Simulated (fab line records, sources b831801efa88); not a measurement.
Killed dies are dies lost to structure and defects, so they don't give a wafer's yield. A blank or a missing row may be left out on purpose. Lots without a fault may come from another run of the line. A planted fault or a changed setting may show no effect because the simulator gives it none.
A struck lot beside a sound one | flow sfq_line | 24 steps out of a route of 325
Sound: wafers L331.2, L331.3, L331.4. Struck: wafers L337.1, L337.2, L337.5. The cause comes at the end.
At each step with rows: each side's tool, then ch and its chambers, then its first start. Under that, the readings that differ: sound wafers | struck wafers | difference of the means | sigmas: that difference in standard deviations of wafers without a fault.
alike: readings whose means differ by less than 2 such deviations, and words and numbers that are the same on both sides. not compared: withheld readings, readings that some wafer has no value for, bounds like >300 that may hide the same value, and numbers for which the record gives no deviation and whose values overlap.
The two part at a step that has a row with sigmas, a row that says differs or no value, or rows on one side only. Numbers that don't overlap but have no deviation are shown without sigmas and don't part them. A reading that every wafer of one side lacks parts them only if that side has two wafers or more.

first, 1 step without rows for these wafers: SFQ_TRILAYER_M3_STRIP_SOLV_CLEAN_080 (cleans in NMP, time 600 s).
SFQ_TRILAYER_I3_DEP_PECVD_081: deposits SiO2 from SiH4/N2O, time 111.11 s, target thk 500 nm.
  sound on pecvd-04 ch 0,1,2, day 43 17:56; struck on pecvd-03 ch 0,1,2, day 46 04:23
  alike: chamber_pressure_Torr, heater_power_w, throttle_valve_pct
SFQ_TRILAYER_I3_CMP_CMP_082: polishes SiO2.
  sound on cmp-02 ch 0,2,3, day 43 19:19; struck on cmp-02 ch 0,2, day 46 08:50
  alike: motor_current_A, slurry_filter_dp_kPa, slurry_flow_ml_min, time_to_endpoint_s
SFQ_I3_BOW_MEAS_922:
  sound on film_metro-02, day 43 21:50; struck on film_metro-02, day 46 11:50
  alike: I3_BOW
SFQ_TRILAYER_I3_METRO_MEASURE_083:
  sound on film_metro-02, day 43 22:08; struck on film_metro-02, day 46 11:57
  alike: thk_nm
then, 6 steps without rows for these wafers: SFQ_TRILAYER_I3_VIA_LITHO_COAT_090 (resist thk 62 nm); SFQ_TRILAYER_I3_VIA_LITHO_COAT_085 (resist thk 650 nm); SFQ_TRILAYER_I3_VIA_LITHO_SOFTBAKE_089; SFQ_TRILAYER_I3_VIA_LITHO_EXPOSE_086 (exposes mask I3, target cd 500 nm); SFQ_TRILAYER_I3_VIA_LITHO_PEB_088 (peb time 60 s); SFQ_TRILAYER_I3_VIA_LITHO_DEVELOP_087 (time 60 s).
-- the record jumps here: 6 days lie between the struck wafers' starts before and after --
SFQ_I3_OVL_MEAS_923:
  sound on overlay-02, day 44 01:23; struck on overlay-02, day 52 08:34
  alike: I3_OVL
SFQ_TRILAYER_I3_VIA_BARC_OPEN_VIA_ETCH_121: etches BARC in O2, target depth 125 nm, time 41.7 s.
  sound on rie_diel-02 ch 0,1,3, day 44 01:25; struck on rie_diel-03 ch 1,3, day 52 08:36
  no value came back on the struck wafers for any of 5 readings (bias_w (W), chamber_pressure_mTorr (mTorr) and others); on the sound wafers bias_w (W) reads 79.79 79.99 80.03
  reading                                                 | sound             | struck            | difference | sigmas
  model.KrF_of_TRILAYER_I3_VIA_LITHO_COAT_085.thk_nm (nm) | 570.8 573.4 571.9 | 624.7 625.8 622.1 | +52.2      |
SFQ_TRILAYER_I3_VIA_ETCH_VIA_ETCH_088: etches SiO2 in CHF3, stops on Nb, target depth 260 nm.
  sound on rie_diel-02 ch 0,1,3, day 44 01:28; struck on rie_diel-03 ch 1,3, day 52 08:38
  reading                                                 | sound             | struck            | difference | sigmas
  oes_product_au (a.u.)                                   | 0.850 0.847 0.852 | 0.379 0.385 0.374 | -0.470     | -89
  model.KrF_of_TRILAYER_I3_VIA_LITHO_COAT_085.thk_nm (nm) | 526.4 529.5 527.5 | 580.1 580.4 577.2 | +51.4      |
  alike: bias_w, chamber_pressure_mTorr, drypump_motor_current_A
SFQ_TRILAYER_I3_VIA_STRIP_STRIP_089: strips in O2.
  sound on rie_metal-04 ch 0,1, day 44 01:34; struck on rie_metal-04 ch 0,1, day 52 08:45
  alike: chamber_pressure_mTorr, drypump_motor_current_A, oes_product_au
  not compared: rf_hours_counter_h
then, 2 steps without rows for these wafers: SFQ_TRILAYER_I3_VIA_STRIP_SOLV_CLEAN_090 (cleans in NMP, time 600 s); SFQ_TRILAYER_M4_DEP_PRE_CLEAN_092 (time 22.5 s).
SFQ_TRILAYER_M4_DEP_SPUTTER_091: material Nb, target thk 200 nm, time 133.3 s.
  sound on pvd_sputter-03, day 44 02:23; struck on pvd_sputter-06, day 52 09:33
  alike: throttle_valve_pct
SFQ_M4_RS_MEAS_924: measures by four-point-probe.
  sound on film_metro-04, day 44 02:29; struck on film_metro-04, day 52 09:38
  alike: M4_NB_RS
then, 3 steps without rows for these wafers: SFQ_TRILAYER_M4_LITHO_COAT_098 (resist thk 62 nm); SFQ_TRILAYER_M4_LITHO_COAT_093 (resist thk 600 nm); SFQ_TRILAYER_M4_LITHO_SOFTBAKE_097.
SFQ_TRILAYER_M4_LITHO_EXPOSE_094: exposes mask M4, target cd 500 nm.
  sound on krf_scanner-02 ch 0, day 44 07:11; struck on krf_scanner-01, day 52 10:54
  no value came back on the struck wafers for exposure_dose_mJ_cm2, focus_offset_nm (nm); on the sound wafers exposure_dose_mJ_cm2 reads 14.407 14.397 14.409
  alike: mask
then, 1 step without rows for these wafers: SFQ_TRILAYER_M4_LITHO_PEB_096 (peb time 60 s).

WHERE THEY PART
First at SFQ_TRILAYER_I3_VIA_BARC_OPEN_VIA_ETCH_121; last, within this record, at SFQ_TRILAYER_M4_LITHO_EXPOSE_094.

WHY: what the simulator had put in
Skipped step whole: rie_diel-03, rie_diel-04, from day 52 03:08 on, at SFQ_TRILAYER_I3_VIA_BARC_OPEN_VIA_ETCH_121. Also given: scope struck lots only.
